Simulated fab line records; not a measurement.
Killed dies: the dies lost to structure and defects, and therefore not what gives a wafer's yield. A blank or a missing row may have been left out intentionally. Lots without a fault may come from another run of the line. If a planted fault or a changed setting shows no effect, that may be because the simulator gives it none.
What tool caused it? | flow sky130 | 30 wafers from 10 lots sampled at 6 of the route's 708 steps

WHAT EACH GAUGE READ, for each wafer
SKY_VIA3_THK_MEAS_23: measures by xrf. Usual: VIA3_W_THK 376 nm, standard deviation 5.3.
lot  | measured     | on           | VIA3_W_THK (nm) | flag
L515 | day 40 13:10 | filmMetro-02 | 361 369 363     | 
L516 | day 41 01:44 | filmMetro-02 | 373 374 372     | 
L517 | day 41 09:31 | filmMetro-01 | 384 384 385     | 
L519 | day 41 21:34 | filmMetro-01 | 383 387 386     | 
L522 | day 42 18:25 | filmMetro-03 | 372 365 373     | 
L525 | day 43 13:13 | filmMetro-03 | 379 381 381     | 
L526 | day 43 18:23 | filmMetro-03 | 376 378 382     | 
L531 | day 45 03:39 | filmMetro-01 | 383 388 388     | 
L533 | day 45 08:05 | filmMetro-01 | 375 382 381     | 
L534 | day 45 22:12 | filmMetro-02 | 377 379 376     | 

SKY_CAP2M_RS_MEAS_03: measures by four-point-probe. Usual: CAP2M_TIN_RS 6.88 ohm/sq, standard deviation 0.06.
lot  | measured     | on           | CAP2M_TIN_RS (ohm/sq) | flag
L515 | day 40 13:52 | filmMetro-04 | 6.80 6.78 6.81        | 
L516 | day 41 02:26 | filmMetro-03 | 6.92 6.81 6.90        | 
L517 | day 41 10:13 | filmMetro-04 | 6.81 6.80 6.81        | 
L519 | day 41 22:31 | filmMetro-03 | 6.93 6.91 6.87        | 
L522 | day 42 19:07 | filmMetro-03 | 6.96 6.95 6.89        | 
L525 | day 43 13:56 | filmMetro-04 | 6.82 6.78 6.85        | 
L526 | day 43 19:06 | filmMetro-01 | 6.77 6.80 6.83        | 
L531 | day 45 04:22 | filmMetro-04 | 8.59 8.58 8.55        | OFF
L533 | day 45 08:48 | filmMetro-04 | 8.60 8.65 8.67        | OFF
L534 | day 45 22:56 | filmMetro-04 | 8.70 8.69 8.68        | OFF

SKY_CAP2M_THK_MEAS_04: measures by xrf. Usual: CAP2M_TIN_THK 198.6 nm, standard deviation 1.5.
lot  | measured     | on           | CAP2M_TIN_THK (nm) | flag
L515 | day 40 13:59 | filmMetro-04 | 200.2 200.9 199.5  | 
L516 | day 41 02:33 | filmMetro-03 | 198.4 201.4 198.8  | 
L517 | day 41 10:20 | filmMetro-04 | 200.9 201.6 199.7  | 
L519 | day 41 22:38 | filmMetro-03 | 198.1 199.3 198.6  | 
L522 | day 42 19:14 | filmMetro-03 | 196.5 196.5 199.6  | 
L525 | day 43 14:03 | filmMetro-04 | 198.4 199.4 198.1  | 
L526 | day 43 19:13 | filmMetro-01 | 201.4 200.6 199.5  | 
L531 | day 45 04:29 | filmMetro-04 | 159.1 159.5 161.0  | OFF
L533 | day 45 08:55 | filmMetro-04 | 159.5 158.9 158.7  | OFF
L534 | day 45 23:01 | filmMetro-04 | 158.2 158.4 158.2  | OFF

EACH LOT AND THE TOOL THAT RAN IT (in order: tool; ch and the chambers of the sampled wafers; start)
lot  | SKY_METAL3_DESCUM_15             | SKY_VIA3_STRIP_16                   | SKY_CAP2M_SPUTTER_02
L515 | rieMetal-04 ch 0,1, day 39 10:28 | plasmaAsher-01 ch 0,1, day 40 12:16 | pvdSputter-02, day 40 13:46
L516 | rieMetal-04 ch 0,1, day 39 23:22 | plasmaAsher-03 ch 0,1, day 41 00:49 | pvdSputter-02, day 41 02:19
L517 | rieMetal-03 ch 0,1, day 40 06:10 | plasmaAsher-03 ch 0,1, day 41 08:37 | pvdSputter-02, day 41 10:07
L519 | rieMetal-01 ch 0,1, day 40 18:10 | plasmaAsher-02 ch 0, day 41 20:40   | pvdSputter-02, day 41 22:25
L522 | rieMetal-01 ch 0,1, day 41 15:25 | plasmaAsher-01 ch 0,1, day 42 17:31 | pvdSputter-02, day 42 19:00
L525 | rieMetal-03 ch 0,1, day 42 11:17 | plasmaAsher-02 ch 0,1, day 43 12:19 | pvdSputter-01, day 43 13:49
L526 | rieMetal-01 ch 0,1, day 42 16:07 | plasmaAsher-03 ch 0,1, day 43 17:28 | pvdSputter-01, day 43 18:58
L531 | rieMetal-04 ch 0,1, day 44 03:11 | plasmaAsher-02 ch 0, day 45 02:25   | pvdSputter-01, day 45 04:15
L533 | rieMetal-04 ch 0,1, day 44 06:53 | plasmaAsher-03 ch 0,1, day 45 07:07 | pvdSputter-01, day 45 08:40
L534 | rieMetal-04 ch 0,1, day 44 22:06 | plasmaAsher-03 ch 0,1, day 45 21:12 | pvdSputter-01, day 45 22:46
- SKY_METAL3_DESCUM_15: chemistry O2, time 8 s.
- SKY_VIA3_STRIP_16: strips in O2/N2.
- SKY_CAP2M_SPUTTER_02: material TiN, target thk 200 nm, time 166.7 s.

WHAT THE TOOLS THEMSELVES READ (means of the sampled wafers that have a number; where no wafer has one, the mark that the record gives instead)
SKY_METAL3_DESCUM_15. Usual: drypumpMotorCurrentA 5.69 A, standard deviation 0.24; oesProductAu 1.000 a.u., standard deviation 0.0086.
lot  | tool        | drypumpMotorCurrentA (A) | oesProductAu (a.u.) | flag
L515 | rieMetal-04 | 5.72                     | 0.994               | 
L516 | rieMetal-04 | 5.57                     | 0.987               | 
L517 | rieMetal-03 | 5.85                     | 0.997               | 
L519 | rieMetal-01 | 5.52                     | 1.022               | 
L522 | rieMetal-01 | 5.54                     | 0.997               | 
L525 | rieMetal-03 | 5.74                     | 0.995               | 
L526 | rieMetal-01 | 5.71                     | 1.009               | 
L531 | rieMetal-04 | 5.80                     | 1.000               | 
L533 | rieMetal-04 | 5.77                     | 1.001               | 
L534 | rieMetal-04 | 5.57                     | 0.998               | 

SKY_VIA3_STRIP_16. Usual: drypumpMotorCurrentA 5.4 A, standard deviation 0.39; oesProductAu 0.402 a.u., standard deviation 0.0048; stripTimeToEndpointS 4.125 s, standard deviation 0.022.
lot  | tool           | drypumpMotorCurrentA (A) | oesProductAu (a.u.) | stripTimeToEndpointS (s) | flag
L515 | plasmaAsher-01 | 5.7                      | 0.403               | 4.135                    | 
L516 | plasmaAsher-03 | 5.2                      | 0.403               | 4.127                    | 
L517 | plasmaAsher-03 | 5.2                      | 0.403               | 4.140                    | 
L519 | plasmaAsher-02 | 5.8                      | 0.406               | 4.167                    | 
L522 | plasmaAsher-01 | 5.6                      | 0.401               | 4.100                    | 
L525 | plasmaAsher-02 | 5.6                      | 0.401               | 4.110                    | 
L526 | plasmaAsher-03 | 5.4                      | 0.403               | 4.113                    | 
L531 | plasmaAsher-02 | 5.9                      | 0.404               | 4.104                    | 
L533 | plasmaAsher-03 | 5.4                      | 0.400               | 4.143                    | 
L534 | plasmaAsher-03 | 5.4                      | 0.404               | 4.109                    | 

SKY_CAP2M_SPUTTER_02. Usual: cathodeDcPowerW 6500.0 W, standard deviation 1.1; throttleValvePct 30.2 %, standard deviation 0.87.
lot  | tool          | cathodeDcPowerW (W) | throttleValvePct (%) | flag
L515 | pvdSputter-02 | 6500.3              | 30.3                 | 
L516 | pvdSputter-02 | 6500.1              | 30.9                 | 
L517 | pvdSputter-02 | 6499.0              | 30.4                 | 
L519 | pvdSputter-02 | 6500.4              | 30.7                 | 
L522 | pvdSputter-02 | 6500.2              | 31.0                 | 
L525 | pvdSputter-01 | 6500.3              | 29.8                 | 
L526 | pvdSputter-01 | 6500.8              | 29.7                 | 
L531 | pvdSputter-01 | 5170.5              | 30.7                 | OFF
L533 | pvdSputter-01 | 5169.8              | 29.3                 | OFF
L534 | pvdSputter-01 | 5170.6              | 29.2                 | OFF

THE ANSWER, worked out from the rows above alone
Rule: a lot is off if the mean of its wafers that have a number lies more than 3 standard deviations from the usual mean. A lot without any number at a reading at which 4 lots or more have one is off too. Any other lot the step has rows for is counted as sound. Order of review: gauges by route order, followed by the tools' own readings, for which a lot's mean as printed above is used. The first step at which some lot is off is used, and at that step the reading that is off furthest; a lot without a number counts as furthest.
Off: at SKY_CAP2M_RS_MEAS_03 (CAP2M_TIN_RS), L531, L533, L534.
A tool fits if, at a process step before that reading, it ran every lot that is off, and no sound lot after the first of them. Not tried: the gauges at SKY_CAP2M_RS_MEAS_03; whatever is off there is also off at SKY_CAP2M_SPUTTER_02, on other tools, and gauge error can't account for it. Undecided on this evidence; 2 tools fit (rieMetal-04 at SKY_METAL3_DESCUM_15, pvdSputter-01 at SKY_CAP2M_SPUTTER_02).

WHAT THE SIMULATOR HAD PUT IN
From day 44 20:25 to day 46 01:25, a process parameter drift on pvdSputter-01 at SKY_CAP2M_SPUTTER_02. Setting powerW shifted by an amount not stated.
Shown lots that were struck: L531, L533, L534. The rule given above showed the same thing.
